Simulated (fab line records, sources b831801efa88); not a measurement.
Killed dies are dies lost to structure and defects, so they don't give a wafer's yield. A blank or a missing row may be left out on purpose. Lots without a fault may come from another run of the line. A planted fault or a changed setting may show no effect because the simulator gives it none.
Problem report in the 8D (eight disciplines) form, filled by code | flow gf180mcu | the parts of the form that need people (team, actions taken, sign-off) are left out

1. THE PROBLEM
HV_LDD_RS at GF_HV_LDD_RS_MEAS_53 reads a mean of 413.2 ohm/sq on 9 wafers of 3 lots; wafers without a fault read 418.8 ohm/sq with a standard deviation of 1. That is -5.6 standard deviations from the usual mean.
The step: measures by four-point-probe.
First seen on wafer L426.1, day 14 19:37, on film_metro-03. The record holds 39 wafers of 13 lots with a number at this step. Rule for "out", or "out of limits": more than 4 standard deviations from the usual mean. The other wafers with a number count as sound.

2. WHAT IT IS AND WHAT IT IS NOT
question                    | is                           | is not
which readings at this step | HV_LDD_RS                    | -
which lots                  | L426, L427, L428             | L421, L422, L423, L424, L433, L434, L438, L440, L441, L442
which wafers of those lots  | all that have a number       | -
read on which gauges        | film_metro-03, film_metro-04 | film_metro-01
when                        | from day 14 19:37            | up to then (12 sound wafers); but 18 sound wafers of L433, L434, L438, L440, L441, L442 came after

3. SUSPECTS, AND WHAT RULES EACH OUT
Counting: a tool at a process step up to the reading stays a suspect if it ran every lot that is out and no sound lot after the first of them.
- the gauge at GF_HV_LDD_RS_MEAS_53: ruled out. The wafers that are out were read on 2 gauges (film_metro-03, film_metro-04).
- implanter-02 at GF_HV_LDD_IMPLANT_34: ruled out as a lasting fault. Sound lots L438, L442 ran on it after its first lot that is out, L426 (day 13 21:44).
Left after counting: nothing in the record.

4. THE CAUSE (what the simulator had put in)
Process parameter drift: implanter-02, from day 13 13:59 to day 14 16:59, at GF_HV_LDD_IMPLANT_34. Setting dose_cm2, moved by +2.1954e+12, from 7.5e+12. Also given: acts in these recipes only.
Counting ruled it out, wrongly: the rule takes a fault to strike every lot that its tool runs from its start on, and this one did not.

5. THE CHAIN OF EFFECTS, in route order
Each row: a reading whose mean over the struck wafers that have a number lies more than 3 standard deviations from the usual. Only readings for which the record gives a usual standard deviation are gone through. hours: the time from each lot's start at the first step in this table that gives one to its start at this step, as a median over the lots. sigmas: the change in usual standard deviations.
hours | step                 | reading            | usual        | on struck wafers | change     | sigmas
0     | GF_HV_LDD_IMPLANT_34 | dose_ions_cm2      | 7.501e+12    | 9.698e+12        | +2.197e+12 | +99 or more
0     | GF_HV_LDD_IMPLANT_34 | faraday_current_uA | 42.2         | 55.1             | +12.9      | +15
22    | GF_HV_LDD_RS_MEAS_53 | HV_LDD_RS          | 418.8 ohm/sq | 413.2            | -5.6       | -5.6
The process steps in it:
- GF_HV_LDD_IMPLANT_34

6. WHAT WOULD HAVE CAUGHT IT SOONER
In this record the first reading out of limits at a measuring or inspecting step was taken at day 14 19:37, 30 hours after the fault began at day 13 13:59.
The tool's own readings at GF_HV_LDD_IMPLANT_34 were out on every struck wafer that the step has a row for (dose_ions_cm2, faraday_current_uA): an alarm limit on them would have fired on the first of those.
